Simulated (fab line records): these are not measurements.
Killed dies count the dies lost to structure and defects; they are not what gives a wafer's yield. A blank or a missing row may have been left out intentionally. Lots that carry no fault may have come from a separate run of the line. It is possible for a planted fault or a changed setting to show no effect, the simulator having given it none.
fab line records | flow gf180mcu
record lots=7 | wafers=21 | last-day=34
route steps=602 shown HV_LDD@209
lots untouched by any fault: they come from a run of this same line in which no faults occurred
start-h: the number of hours between the record's first day and the start of the first shown wafer of the lot | wait-h: time in hours since the lot's previous step | " repeats the value in the row above | L1.1+2: a single row standing in for several wafers | - no value, or no start given | * or withheld: withheld | < > ~ a bound
route shown NAME@n: NAME is a module with steps in the file, n the number in the route of the first one | usual: mean and standard deviation over wafers with no fault | same: alike in all rows | chamber/n: place in a boat | sites: each site's reading | _std_site: the values' standard deviation | _edge_site: mean of outer sites minus mean of inner sites | radius-mm: how far each site lies from the wafer's centre | mask NAME#n: copy n | behind: the last tool/chamber to shape the wafer | hold: the reason the lot was held/the length of the hold in hours/how it ended | device: the n, p or np transistor that did not switch | end of line: the tests these same wafers got at the end of their route | where a step has no rows: the recipe by itself | killed: at the first sort, the dies lost to defects and structure; wafer yield is something else | map: a wafer's dies, x killed, . not, _ none there
set.NAME: the setting the step ran with; set.NAME@STEP: the setting that earlier step ran with | model.NAME: the simulator's own value behind a step, which no gauge read
certain route steps with their lots: each step a table, each wafer a row
services: from which hour (start-h, from the record's first day; less than 0 if before it) a tool's chamber was out of use, for how many hours, and why
## steps
# step GF_HV_LDD_IMPLANT_33
# recipe species=P | energy-kev=60 | dose-cm2=7.5e+12 | tilt-deg=30 | rotation-deg=0
# step GF_HV_LDD_IMPLANT_34
# recipe species=P | energy-kev=60 | dose-cm2=7.5e+12 | tilt-deg=30 | rotation-deg=90
# step GF_HV_LDD_IMPLANT_35
# recipe species=P | energy-kev=60 | dose-cm2=7.5e+12 | tilt-deg=30 | rotation-deg=180
# step GF_HV_LDD_IMPLANT_36
# recipe species=P | energy-kev=60 | dose-cm2=7.5e+12 | tilt-deg=30 | rotation-deg=270
# step GF_HV_LDD_STRIP_37
# recipe chemistry=O2/N2 | power-w=1400 | pressure-mtorr=1500 | platen-temp-c=250 | o2-flow-sccm=3000 | n2-flow-sccm=300 | overash-fraction=0.5
# usual chamber-pressure-mTorr=1500.1/1.2 | drypump-motor-current-A=5.9/0.52 | heater-power-w=331/34 | oes-product-au=0.716/0.0041 | strip-time-to-endpoint-s=12.627/0.03
lot.wafer | tool            | chamber | start-h | wait-h | chamber-pressure-mTorr | drypump-motor-current-A | heater-power-w | oes-product-au | rf-hours-counter-h | strip-time-to-endpoint-s
L437.4    | plasma-asher-03 | 0       | 270.05  | 0.1    | 1500.6                 | 5.3                     | 338            | 0.714          | -                  | 12.582
L437.5    | "               | 1       | "       | "      | 1498.9                 | 5.9                     | 344            | 0.712          | -                  | 12.560
L437.6    | "               | 0       | "       | "      | 1500.9                 | 5.3                     | 330            | 0.714          | -                  | 12.589
L442.1    | plasma-asher-04 | 0       | 300.88  | 0.1    | 1497.9                 | 6.7                     | 339            | 0.714          | 66                 | 12.654
L442.2    | "               | 1       | "       | "      | 1500.4                 | 5.3                     | 317            | 0.707          | 66                 | 12.638
L442.5    | "               | 1       | "       | "      | 1499.2                 | 5.3                     | 313            | 0.711          | -                  | 12.604
L448.2    | plasma-asher-01 | 1       | 347.23  | 0.1    | 1499.9                 | 5.8                     | 367            | 0.711          | 55                 | 12.651
L448.4    | "               | 1       | "       | "      | 1501.5                 | 5.8                     | 369            | 0.717          | -                  | 12.651
L448.6    | "               | 0       | "       | "      | 1499.8                 | 6.6                     | 262            | 0.720          | -                  | 12.671
L449.1    | plasma-asher-01 | 1       | 356.88  | 0.1    | 1501.1                 | 5.8                     | 367            | 0.717          | 56                 | 12.572
L449.3    | "               | 0       | "       | "      | 1501.4                 | 6.6                     | 256            | 0.712          | -                  | 12.593
L449.6    | "               | 0       | "       | "      | 1498.8                 | 6.6                     | 256            | 0.711          | -                  | 12.565
L450.1    | plasma-asher-03 | 1       | 363.33  | 0.1    | 1501.1                 | 5.9                     | 337            | 0.708          | 69                 | 12.652
L450.2    | "               | 0       | "       | "      | 1500.5                 | 5.3                     | 343            | 0.722          | 69                 | 12.673
L450.5    | "               | 1       | "       | "      | 1498.4                 | 5.9                     | 352            | 0.714          | -                  | 12.651
L458.2    | plasma-asher-01 | 1       | 424.91  | 0.2    | 1501.1                 | 5.8                     | 370            | 0.715          | 64                 | 12.639
L458.5    | "               | 1       | "       | "      | 1501.6                 | 5.8                     | 360            | 0.718          | -                  | 12.617
L458.6    | "               | 0       | "       | "      | 1498.3                 | 6.6                     | 260            | 0.721          | -                  | 12.585
L459.3    | plasma-asher-04 | 1       | 434.65  | 0.1    | 1500.7                 | 5.3                     | 313            | 0.716          | -                  | 12.631
L459.4    | "               | 0       | "       | "      | 1501.3                 | 6.7                     | 327            | 0.716          | -                  | 12.643
L459.6    | "               | 0       | "       | "      | 1501.7                 | 6.7                     | 341            | 0.714          | -                  | 12.638
# step GF_HV_LDD_TW_MEAS_38
# usual HV_LDD_3_TW=1420/13
lot.wafer | tool          | chamber | start-h | wait-h | HV_LDD_3_TW
L437.4    | film-metro-01 | -       | 270.15  | 0.1    | 1415
L437.5    | "             | -       | "       | "      | 1424
L437.6    | "             | -       | "       | "      | 1425
L442.1    | film-metro-03 | -       | 300.99  | 0.1    | 1403
L442.2    | "             | -       | "       | "      | 1413
L442.5    | "             | -       | "       | "      | 1405
L448.2    | film-metro-01 | -       | 347.34  | 0.1    | 1431
L448.4    | "             | -       | "       | "      | 1431
L448.6    | "             | -       | "       | "      | 1428
L449.1    | film-metro-01 | -       | 356.98  | 0.1    | 1435
L449.3    | "             | -       | "       | "      | 1431
L449.6    | "             | -       | "       | "      | 1438
L450.1    | film-metro-01 | -       | 363.43  | 0.1    | 1425
L450.2    | "             | -       | "       | "      | 1434
L450.5    | "             | -       | "       | "      | 1430
L458.2    | film-metro-03 | -       | 425.02  | 0.1    | 1407
L458.5    | "             | -       | "       | "      | 1399
L458.6    | "             | -       | "       | "      | 1413
L459.3    | film-metro-04 | -       | 434.74  | 0.1    | 1438
L459.4    | "             | -       | "       | "      | 1434
L459.6    | "             | -       | "       | "      | 1440
# step GF_HV_LDD_DEHYDRATE_39
# recipe temp-c=200 | time-s=60
# step GF_HV_LDD_HMDS_40
# recipe prime-time-s=60 | prime-temp-c=120
# step GF_HV_LDD_COAT_41
# recipe resist=NOVOLAK | spin-rpm=3000 | resist-thk-nm=1000
# step GF_HV_LDD_SOFTBAKE_42
# recipe temp-c=90 | time-s=60 | resist=NOVOLAK
# step GF_HV_LDD_EXPOSE_43
# recipe mask-id=Pplus_HV_AREA | target-cd-nm=400 | na=0.6 | source-shape=conventional | sigma-outer=0.6 | dose-mj=140
# step GF_HV_LDD_PEB_44
# recipe temp-c=withheld | time-s=* | resist=NOVOLAK
# step GF_HV_LDD_DEVELOP_45
# recipe develop-time-s=60 | dev-temp-c=23
# usual chill-plate-temp-C=23.00/0.09 | develop-time-s=60/0
lot.wafer | tool           | chamber | start-h | wait-h | chill-plate-temp-C | develop-time-s
L437.4    | litho-track-02 | 0       | 289.49  | 0.1    | 23.03              | 60
L437.5    | "              | 0       | "       | "      | 23.03              | 60
L437.6    | "              | 0       | "       | "      | 22.93              | 60
L442.1    | litho-track-03 | 0       | 321.38  | 0.1    | 23.09              | 60
L442.2    | "              | 0       | "       | "      | 23.05              | 60
L442.5    | "              | 0       | "       | "      | 23.10              | 60
L448.2    | litho-track-02 | -       | 368.69  | 0.1    | -                  | -
L448.4    | "              | -       | "       | "      | -                  | -
L448.6    | "              | -       | "       | "      | -                  | -
L449.1    | litho-track-01 | -       | 379.02  | 0.1    | -                  | -
L449.3    | "              | -       | "       | "      | -                  | -
L449.6    | "              | -       | "       | "      | -                  | -
L450.1    | litho-track-02 | -       | 385.66  | 0.1    | -                  | -
L450.2    | "              | -       | "       | "      | -                  | -
L450.5    | "              | -       | "       | "      | -                  | -
L458.2    | litho-track-01 | 0       | 448.55  | 0.1    | 22.97              | 60
L458.5    | "              | 0       | "       | "      | 22.97              | 60
L458.6    | "              | 0       | "       | "      | 23.04              | 60
L459.3    | litho-track-01 | 0       | 458.87  | 0.1    | 22.98              | 60
L459.4    | "              | 0       | "       | "      | 22.91              | 60
L459.6    | "              | 0       | "       | "      | 23.06              | 60
# step GF_HV_LDD_CD_MEAS_46
# recipe target-cd-nm=400
# usual cd-nm=399.5/2.3
lot.wafer | tool      | chamber | start-h | wait-h | cd-nm
L437.4    | cd-sem-02 | -       | 289.62  | 0.1    | 396.2
L437.5    | "         | -       | "       | "      | 398.2
L437.6    | "         | -       | "       | "      | 397.5
L442.1    | cd-sem-02 | -       | 321.53  | 0.1    | 398.3
L442.2    | "         | -       | "       | "      | 396.0
L442.5    | "         | -       | "       | "      | 398.7
L448.2    | cd-sem-02 | -       | 368.83  | 0.1    | -
L448.4    | "         | -       | "       | "      | -
L448.6    | "         | -       | "       | "      | -
L449.1    | cd-sem-01 | -       | 379.17  | 0.1    | -
L449.3    | "         | -       | "       | "      | -
L449.6    | "         | -       | "       | "      | -
L450.1    | cd-sem-02 | -       | 385.81  | 0.1    | -
L450.2    | "         | -       | "       | "      | -
L450.5    | "         | -       | "       | "      | -
L458.2    | cd-sem-01 | -       | 448.69  | 0.1    | 401.3
L458.5    | "         | -       | "       | "      | 400.6
L458.6    | "         | -       | "       | "      | 401.0
L459.3    | cd-sem-02 | -       | 459.01  | 0.1    | 396.9
L459.4    | "         | -       | "       | "      | 398.9
L459.6    | "         | -       | "       | "      | 400.0
## services
tool            | chamber | start-h | hours | kind
plasma-asher-04 | -       | 267.46  | 3.6   | repair
plasma-asher-03 | -       | 273.42  | 2.0   | repair
plasma-asher-03 | -       | 307.17  | 6.2   | repair
plasma-asher-04 | -       | 345.49  | 1.9   | repair
plasma-asher-03 | -       | 414.81  | 15.6  | pm
plasma-asher-03 | -       | 430.41  | 9.0   | pm
plasma-asher-03 | 0       | 430.41  | 9.0   | vent-cycle
plasma-asher-03 | 1       | 430.41  | 9.0   | vent-cycle
plasma-asher-03 | 0       | 439.41  | -     | clean
plasma-asher-03 | 1       | 439.41  | -     | clean
## key
first-sign step=GF_HV_LDD_DEVELOP_45 | reading=tool-record | direction=missing
effect none on later readings
met-at GF_HV_LDD_DEVELOP_45
struck-wafers L448.2,L448.4,L448.6,L449.1,L449.3,L449.6,L450.1,L450.2,L450.5
later-rows-left-out L448.2,L448.4,L448.6,L449.1,L449.3,L449.6,L450.1,L450.2,L450.5
sort-left-out L448.2,L448.4,L448.6,L449.1,L449.3,L449.6,L450.1,L450.2,L450.5
tester-left-out L448,L449,L450
onset-between 289.49 368.69
fault kind=skipped-step-whole | tool=litho-track-01,litho-track-02 | chamber=- | onset-h=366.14 | steps=GF_HV_LDD_DEVELOP_45 | scope=struck-lots-only
# tester-left-out: of these lots the tester's yield and bins aren't shown, on N5 and GAA mostly nor the transistor test; their killed dies are dies lost to structure and defects alone, not to doping, threshold or leakage, so they don't give the yield
# sort-left-out: the simulated sort isn't trusted on such a fault, so these wafers' sort isn't shown, and their yield isn't known
# later-rows-left-out: the simulator's readings of these wafers behind a module that went badly wrong aren't trusted and aren't shown, but for the sort
